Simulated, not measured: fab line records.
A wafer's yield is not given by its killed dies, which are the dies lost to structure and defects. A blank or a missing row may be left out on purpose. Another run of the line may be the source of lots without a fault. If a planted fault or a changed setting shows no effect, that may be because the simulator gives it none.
Code-filled problem report in 8D (eight disciplines) form :: flow sky130 :: the parts of the form that need people (team, actions taken, sign-off) are left out

== 1. THE ISSUE ==
Across 6 wafers from 2 lots, PASSIVATION_CVD_02_THK at SKY_PASSIVATION_THK_MEAS_03 averages 597 nm, while fault-free wafers read 542 nm with a standard deviation of 8.1. That is +6.7 standard deviations from the usual mean.
The first sign was on wafer L552.1 at day 47 12:26, on film metro-04. The record holds 33 wafers of 11 lots with a number at this step. Rule for "out", or "out of limits": more than 4 standard deviations from the usual mean. The rest of the wafers with a number are treated as sound.

== 2. WHAT IT IS AND WHAT IT IS NOT ==
question: which readings at this step
is: PASSIVATION_CVD_02_THK
is not: -

question: which lots
is: L552, L553
is not: L540, L541, L542, L543, L551, L555, L556, L560, L561

question: which wafers of those lots
is: all that have a number
is not: -

question: read on which gauges
is: film metro-04
is not: film metro-01, film metro-02

question: when
is: from day 47 12:26
is not: up to then (15 sound wafers); but 12 sound wafers of L555, L556, L560, L561 came after

== 3. WHAT RULES OUT EACH SUSPECT ==
Counting: any tool at a process step up to the reading is kept as a suspect provided that every lot that is out went through it and no sound lot did after the first of them.
- the gauge at SKY_PASSIVATION_THK_MEAS_03: ruled out. All the wafers that are out were read on film metro-04, but those of them that SKY_PASSIVATION_CVD_02 has rows for are out there too, on other tools.
- plasma asher-01 at SKY_METAL4_STRIP_19 (strips in O2/N2): ruled out as a lasting fault. The sound lots L555, L560, L561 went through it after L552, its earliest lot that is out (day 45 16:44).
- cmp-02 at SKY_VIA4_CMP_21 (polishes, stops on SiO2, t overpolish 25 s, target thk 0 nm): ruled out as a lasting fault. The sound lots L555, L561 went through it after L552, its earliest lot that is out (day 46 15:10).
- pecvd-01 at SKY_PASSIVATION_CVD_02 (deposits Si3N4, target thk 540 nm): kept. Every lot that is out went through it, starting with L552 (day 47 12:13), and after that it ran no sound lot; the last sound lot it ran before then is L551 (day 47 11:19). Its own readings are out on those wafers: rf fwd power W.
Left after counting: pecvd-01 at SKY_PASSIVATION_CVD_02.

== 4. THE CAUSE (what the simulator had put in) ==
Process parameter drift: pecvd-01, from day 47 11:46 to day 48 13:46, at SKY_PASSIVATION_CVD_02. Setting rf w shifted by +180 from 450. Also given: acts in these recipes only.
Counting left only this tool.

== 5. THE CHAIN OF EFFECTS, in route order ==
One row per reading whose mean, taken over the struck wafers that have a number, lies over 3 standard deviations from the usual. Readings are gone through only where the record gives a usual standard deviation; hours: the median, over the lots, of the time from a lot's start at the first step in this table giving one to that lot's start at this step; sigmas: the change measured in usual standard deviations.
hours: 0
step: SKY_PASSIVATION_CVD_02
reading: rf fwd power W
usual: 449.3 W
on struck wafers: 630.3
change: +181.0
sigmas: +99 or more

hours: 0
step: SKY_PASSIVATION_THK_MEAS_03
reading: PASSIVATION_CVD_02_THK
usual: 542 nm
on struck wafers: 597
change: +55
sigmas: +6.7
Its process steps:
- SKY_PASSIVATION_CVD_02: deposits Si3N4, target thk 540 nm.

== 6. WHAT WOULD HAVE CAUGHT IT SOONER ==
In this record the first reading out of limits at a measuring or inspecting step was taken at day 47 12:26, 1 hour after the fault began at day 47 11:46.
Tool's own readings at SKY_PASSIVATION_CVD_02, rf fwd power W: out on all struck wafers the step has rows for; an alarm limit on them would have tripped on the first.
Among the 2 lots that are out, L553 began SKY_PASSIVATION_CVD_02 on pecvd-01 after day 47 12:26. Putting the tool on hold at that point would have spared it.
